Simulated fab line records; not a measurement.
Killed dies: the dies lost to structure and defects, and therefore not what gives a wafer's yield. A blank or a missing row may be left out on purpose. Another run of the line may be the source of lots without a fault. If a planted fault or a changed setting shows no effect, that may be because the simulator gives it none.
Struck lot and sound lot, side by side || flow sky130 || 28 out of 708 route steps
Sound: wafers L329.2, L329.4, L329.6. Wafers L333.2, L333.3, L333.5 were the ones struck. The cause is given at the end.
Per side, at each step with rows, come the tool, then ch with its chambers, and then its first start. Under that, the readings that differ: sound wafers || struck wafers || difference of the means || sigmas: that difference in standard deviations of wafers without a fault.
alike: a reading whose means differ by less than 2 such deviations, as well as words and numbers matching on both sides. not compared: withheld readings; readings where some wafer has no value; bounds like >300 that might hide an equal value; numbers whose values overlap and for which the record gives no deviation.
Wherever a step has rows on one side only, a row that says differs or no value, or a row with sigmas, the two part there. Non-overlapping numbers with no deviation appear without sigmas and do not part them. A reading that every wafer of one side lacks parts them only if that side has two wafers or more.

SKY_VIA4_ETCH_12: etches SiO2 in C4F8/O2/Ar, stops on TiN, target depth 580 nm.
  sound on rie diel-02 ch 0,1,2, day 43 12:14; struck on rie diel-01 ch 1,2, day 44 22:32
  alike: bias w, oes product au
then, 4 steps without rows for these wafers: SKY_VIA4_STRIP_13 (strips in O2/N2); SKY_VIA4_STRIP_14 (strips in post etch residue remover, time 1200 s); SKY_VIA4_CLEAN_15 (cleans in IPA, time 180 s); SKY_VIA4_CLEAN_16 (cleans in O3/DIW).
SKY_VIA4_SPUTTER_17: material TiN, target thk 20 nm, time 80 s.
  sound: pvd sputter-03 at day 43 12:55; struck: pvd sputter-04 at day 44 23:11
  alike: throttle valve pct
then, 1 step without rows for these wafers: SKY_VIA4_CVD_18 (deposits W, target thk 505 nm, time 152.14 s).
SKY_VIA4_RS_MEAS_19: measures by four-point-probe.
  sound: film metro-03 at day 43 13:08; struck: film metro-02 at day 44 23:25
  alike: VIA4_W_RS
SKY_VIA4_THK_MEAS_20: measures by xrf.
  sound: film metro-03 at day 43 13:15; struck: film metro-02 at day 44 23:32
  alike: VIA4_W_THK
SKY_VIA4_CMP_21: polishes, stops on SiO2, t overpolish 25 s, target thk 0 nm.
  sound on cmp-02 ch 1,2, day 43 13:21; struck on cmp-01 ch 2,3, day 44 23:38
  alike: motor current A, overpolish run s, retaining ring pressure frac, time to endpoint s
then, 1 step without rows for these wafers: SKY_METAL5_SPUTTER_00 (material Ti, target thk 15 nm, time 10 s).
SKY_METAL5_SPUTTER_01: material TiN, target thk 20 nm, time 16.7 s.
  sound: pvd sputter-01 at day 43 13:37; struck: pvd sputter-02 at day 44 23:55
  alike: throttle valve pct
SKY_METAL5_SPUTTER_02: material AlCu, target thk 1150 nm, time 61.2 s.
  sound: pvd sputter-01 at day 43 13:39; struck: pvd sputter-02 at day 44 23:56
{"reading": "model.AlCu_of_METAL5_SPUTTER_02.thk nm (nm)", "sound": "1150 1145 1157", "struck": "1343 1340 1347", "difference": "+193", "sigmas": ""}
  alike: throttle valve pct
then, 1 step without rows for these wafers: SKY_METAL5_SPUTTER_03 (material Ti, target thk 5 nm, time 3.3 s).
SKY_METAL5_SPUTTER_04: material TiN, target thk 70 nm, time 58.3 s.
  sound: pvd sputter-01 at day 43 13:43; struck: pvd sputter-02 at day 45 00:00
  alike: throttle valve pct
SKY_METAL5_RS_MEAS_05: measures by four-point-probe.
  sound: film metro-02 at day 43 13:47; struck: film metro-01 at day 45 00:04
{"reading": "METAL5_ALCU_RS (ohm/sq)", "sound": "0.0270 0.0272 0.0269", "struck": "0.0231 0.0232 0.0231", "difference": -0.0039, "sigmas": -11}
SKY_METAL5_THK_MEAS_06: measures by xrf.
  sound: film metro-02 at day 43 13:54; struck: film metro-01 at day 45 00:11
{"reading": "METAL5_ALCU_THK (nm)", "sound": "1170 1171 1181", "struck": "1373 1364 1373", "difference": "+196", "sigmas": "+13"}
then, 8 steps without rows for these wafers: SKY_METAL5_DEHYDRATE_07 (time 60 s); SKY_METAL5_HMDS_08 (prime time 60 s); SKY_METAL5_COAT_09 (resist thk 1800 nm); SKY_METAL5_SOFTBAKE_10 (time 60 s); SKY_METAL5_EXPOSE_11 (exposes mask MM5, target cd 1600 nm); SKY_METAL5_PEB_12; SKY_METAL5_DEVELOP_13 (develop time 60 s); SKY_METAL5_DESCUM_14 (chemistry O2, time 11 s).
SKY_METAL5_METAL_ETCH_15: etches the open film in Cl2/BCl3, stops on SiO2, target depth 1260 nm, time 252 s.
  sound on rie metal-01 ch 0, day 44 11:57; struck on rie metal-01 ch 0, day 45 21:14
{"reading": "oes product au (a.u.)", "sound": "0.892 0.894 0.895", "struck": "0.961 0.954 0.958", "difference": "+0.064", "sigmas": "+12"}
  alike: bias w, drypump motor current A, he backside leak sccm, throttle valve pct
  not compared: rf hours counter h
then, 1 step without rows for these wafers: SKY_METAL5_STRIP_16 (strips in O2/N2).
SKY_PAD_OPEN_PROBE_99:
  sound: prober-01 at day 46 10:52; struck: prober-02 at day 47 17:40
{"reading": "model.etest.met5 comb.leak log10 a um", "sound": "-12.07 -12.05 -12.13", "struck": "-11.07 -11.18 -10.35", "difference": "+1.22", "sigmas": ""}
{"reading": "model.etest.met5.rs ohm sq", "sound": "0.02698 0.02692 0.02705", "struck": "0.02357 0.02315 0.02312", "difference": -0.00370, "sigmas": ""}
{"reading": "model.etest.met5.line ohm um", "sound": "0.0167 0.01669 0.01675", "struck": "0.01463 0.01433 0.01439", "difference": -0.00226, "sigmas": ""}

== WHERE THEY PART ==
At SKY_METAL5_RS_MEAS_05 first; at SKY_METAL5_METAL_ETCH_15 last (within this record only).

WHY: what had been put in by the simulator
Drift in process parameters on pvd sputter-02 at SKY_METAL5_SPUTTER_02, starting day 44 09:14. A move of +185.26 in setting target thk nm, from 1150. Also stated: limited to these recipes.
